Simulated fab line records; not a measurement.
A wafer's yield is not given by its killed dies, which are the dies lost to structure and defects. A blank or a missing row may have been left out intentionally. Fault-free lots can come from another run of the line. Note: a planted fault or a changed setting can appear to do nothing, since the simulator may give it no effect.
Chamber matching / flow sfq line / pecvd-03 running SFQ_TRILAYER_I3_DEP_PECVD_081: 3 sister chambers
The step deposits SiO2 from SiH4/N2O, time 111.11 s, target thk 500 nm. 6 wafers are shown with their chamber, then 8 later ones without.

## EACH WAFER AND ITS CHAMBER
wafer=L309.4; chamber=0; throttle valve pct (%)=23.9; heater power w (W)=69
wafer=L314.1; chamber=2; throttle valve pct (%)=23.8; heater power w (W)=96
wafer=L314.4; chamber=2; throttle valve pct (%)=23.7; heater power w (W)=77
wafer=L315.4; chamber=1; throttle valve pct (%)=24.7; heater power w (W)=87
wafer=L315.6; chamber=0; throttle valve pct (%)=24.2; heater power w (W)=66
wafer=L322.1; chamber=1; throttle valve pct (%)=24.7; heater power w (W)=93

## WAFERS WITHOUT THEIR CHAMBER
wafer=L322.3; throttle valve pct (%)=24.1; heater power w (W)=89
wafer=L322.6; throttle valve pct (%)=24.7; heater power w (W)=93
wafer=L324.2; throttle valve pct (%)=24.6; heater power w (W)=78
wafer=L324.4; throttle valve pct (%)=24.3; heater power w (W)=55
wafer=L324.6; throttle valve pct (%)=24.7; heater power w (W)=83
wafer=L326.2; throttle valve pct (%)=24.7; heater power w (W)=91
wafer=L326.5; throttle valve pct (%)=24.2; heater power w (W)=69
wafer=L326.6; throttle valve pct (%)=24.2; heater power w (W)=93

## THE CHAMBER EACH PASSED THROUGH
wafer=L322.3; from the rows above=can't be placed: 0 or 2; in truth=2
wafer=L322.6; from the rows above=1; in truth=1
wafer=L324.2; from the rows above=1; in truth=1
wafer=L324.4; from the rows above=0; in truth=0
wafer=L324.6; from the rows above=1; in truth=1
wafer=L326.2; from the rows above=1; in truth=1
wafer=L326.5; from the rows above=0; in truth=0
wafer=L326.6; from the rows above=can't be placed: 0 or 2 or 1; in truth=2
Placed correctly: 6 of 8. Can't be placed from these rows: 2 (the true chamber is among the candidates in 2). 0 placed wrongly.
How it was worked out, from the rows above alone: a wafer's distance from a chamber is the root of the sum, over the readings, of the square of ((its reading less the chamber's mean) divided by the reading's scatter). The wafer belongs to the nearest chamber; if the next one is less than 2 further off, it can't be placed. For every chamber, the mean is computed from those of its wafers that are shown. How the scatter is found: for the shown wafers, subtract from each reading the mean of its chamber, square and add these, divide the total by (wafers less chambers), then take the root.
